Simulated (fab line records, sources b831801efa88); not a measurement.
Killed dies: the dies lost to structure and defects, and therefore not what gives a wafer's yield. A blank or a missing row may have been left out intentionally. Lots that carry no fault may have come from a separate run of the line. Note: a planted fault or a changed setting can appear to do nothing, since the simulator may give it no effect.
8D (eight disciplines) problem report, filled in by code || flow sky130 || the parts of the form that need people (team, actions taken, sign-off) are left out

== 1. THE PROBLEM ==
At SKY_CONTACT_SOFTBAKE_10, plateTempC averages 99.28 C over 6 wafers from 2 lots, while fault-free wafers read 100.01 C, standard deviation 0.11. That is -6.7 standard deviations from the usual mean.
The step: time 90 s.
The first sign was on wafer L371.4 at day 36 21:00, on lithoTrack-01. At this step, 39 wafers from 13 lots have a number in the record. The rule behind "out" and "out of limits": a value lying over 4 standard deviations away from the usual mean. The rest of the wafers with a number are treated as sound.

== 2. WHAT IT IS, WHAT IT ISN'T ==
{"question": "which readings at this step", "is": "plateTempC, heaterPowerTotalW", "is not": "-"}
{"question": "which lots", "is": "L371, L372", "is not": "L353, L354, L355, L361, L362, L363, L367, L369, L373, L374, L375"}
{"question": "which wafers of those lots", "is": "all that have a number", "is not": "-"}
{"question": "read on which tools", "is": "lithoTrack-01", "is not": "lithoTrack-02, lithoTrack-03"}
{"question": "when", "is": "from day 36 21:00", "is not": "up to then (24 sound wafers); but 9 sound wafers of L373, L374, L375 came after"}

== 3. SUSPECTS, AND WHAT RULES EACH OUT ==
Counting: a tool at a process step up to the reading stays a suspect if it ran every lot that is out and no sound lot after the first of them.
- lithoTrack-01 at SKY_CONTACT_SOFTBAKE_10 (time 90 s): kept. It processed each lot that is out, first L371 at day 36 21:00, and no sound lot thereafter; up to then, the last sound lot it processed was L369 at day 36 01:00. Its own heaterPowerTotalW, plateTempC readings are out on those wafers.
After counting, what remains is lithoTrack-01 at SKY_CONTACT_SOFTBAKE_10.

== 4. THE CAUSE (what the simulator had put in) ==
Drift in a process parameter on lithoTrack-01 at SKY_CONTACT_SOFTBAKE_10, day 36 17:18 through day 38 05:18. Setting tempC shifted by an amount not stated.
The count eliminated every tool but this one.

== 5. SEQUENCE OF EFFECTS, ordered by route ==
Each row: a reading where the mean over the struck wafers with a number is more than 3 standard deviations away from the usual. Only readings for which the record gives a usual standard deviation are gone through. hours: the time from each lot's start at the first step in this table that gives one to its start at this step, as a median over the lots. sigmas: the change in usual standard deviations.
{"hours": 0, "step": "SKY_CONTACT_SOFTBAKE_10", "reading": "heaterPowerTotalW", "usual": "57.36 W", "on struck wafers": 56.72, "change": -0.64, "sigmas": -5.4}
{"hours": 0, "step": "SKY_CONTACT_SOFTBAKE_10", "reading": "plateTempC", "usual": "100.01 C", "on struck wafers": 99.28, "change": -0.73, "sigmas": -6.7}
Process steps it contains:
- SKY_CONTACT_SOFTBAKE_10: time 90 s.

== 6. WHAT WOULD HAVE CAUGHT IT SOONER ==
In this record the first reading out of limits was taken at day 36 21:00, 4 hours after the fault began at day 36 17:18.
